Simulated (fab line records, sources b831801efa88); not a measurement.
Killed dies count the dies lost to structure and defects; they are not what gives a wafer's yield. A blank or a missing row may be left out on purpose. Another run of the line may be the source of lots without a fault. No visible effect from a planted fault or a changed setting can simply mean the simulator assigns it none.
8D (eight disciplines) problem report, filled in by code	flow gf180mcu	the parts of the form that need people (team, actions taken, sign-off) are left out

## 1. THE ISSUE
NSD_RS at GF_PSD_RS_MEAS_14 reads a mean of 44.76 ohm/sq on 1 wafer of 1 lot; wafers without a fault read 46.12 ohm/sq with a standard deviation of 0.086. That is -16 standard deviations from the usual mean.
The step: measures by four-point-probe.
First observed at day 21 00:53: wafer L673.4, on film metro-04. Wafers with a number at this step in the record: 34, from 12 lots. By rule, "out" or "out of limits" means more than 4 standard deviations away from the usual mean. The other wafers with a number count as sound.

## 2. WHAT THIS IS AND IS NOT
question	is	is not
which readings at this step	NSD_RS	-
which lots	L673	L654, L656, L657, L658, L660, L662, L663, L666, L667, L668, L669
which wafers of those lots	all that have a number	-
read on which gauges	film metro-04	film metro-01, film metro-03
when	from day 21 00:53	up to then (33 sound wafers)

## 3. WHAT RULES OUT EACH SUSPECT
Counting: a tool at any process step up to the reading remains a suspect when it ran all the lots that are out and ran no sound lot after the first of those.
- the gauge at GF_PSD_RS_MEAS_14: ruled out. All the wafers that are out were read on film metro-04, but those of them that GF_NSD_IMPLANT_09 has rows for are out there too, on other tools.
- plasma asher-04 at GF_HV_LDD_STRIP_37 (strips in O2/N2): kept. It ran the lot that is out, L673 (day 17 21:00), and no sound lot after that; its last sound lot up to then is L669 (day 16 08:07).
- implanter-03 at GF_NSD_IMPLANT_09: kept. It ran the lot that is out, L673 (day 20 00:14), and no sound lot after that; its last sound lot up to then is L669 (day 18 10:04). On those wafers its own readings are out: beam on s.
- plasma asher-04 at GF_NSD_STRIP_11 (strips in O2/N2): kept. It ran the lot that is out, L673 (day 20 00:30), and no sound lot after that; its last sound lot up to then is L669 (day 18 10:24). On those wafers its own readings are out: strip time to endpoint s.
plasma asher-04 at GF_HV_LDD_STRIP_37, implanter-03 at GF_NSD_IMPLANT_09 and plasma asher-04 at GF_NSD_STRIP_11 are what is left after counting.

## 4. THE CAUSE (what the simulator had put in)
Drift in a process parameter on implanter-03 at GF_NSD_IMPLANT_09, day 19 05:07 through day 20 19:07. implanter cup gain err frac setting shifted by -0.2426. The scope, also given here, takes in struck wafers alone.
3 suspects survive the count, and this tool is in that group.

## 5. SEQUENCE OF EFFECTS, ordered by route
Rows list readings where the struck wafers' mean (over those with a number) sits beyond 3 standard deviations from the usual. Readings are gone through only where the record gives a usual standard deviation; hours: the median, over the lots, of the time from a lot's start at the first step in this table giving one to that lot's start at this step; sigmas: the change measured in usual standard deviations.
hours	step	reading	usual	on struck wafers	change	sigmas
0	GF_NSD_IMPLANT_09	beam on s	17.5 s	22.3	+4.8	+4.4
0	GF_NSD_IMPLANT_09	faraday current uA	12521	9869	-2652	-3.7
0	GF_NSD_STRIP_11	strip time to endpoint s	22.97 s	23.79	+0.82	+23
25	GF_PSD_RS_MEAS_14	NSD_RS	46.12 ohm/sq	44.76	-1.36	-16
Here are the process steps it includes:
- GF_NSD_IMPLANT_09
- GF_NSD_STRIP_11: strips in O2/N2.

## 6. HOW IT WOULD HAVE BEEN CAUGHT EARLIER
Counted from the fault's start at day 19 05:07, it took 44 hours until the first out-of-limits reading at a measuring or inspecting step in this record, taken at day 21 00:53.
The tool's own readings at GF_NSD_IMPLANT_09 were out on every struck wafer that the step has a row for (beam on s): an alarm limit on them would have fired on the first of those.
Lots out: 1; all had begun GF_NSD_IMPLANT_09 on implanter-03 by day 21 00:53. Had the tool been put on hold then, not one of them would have been saved.
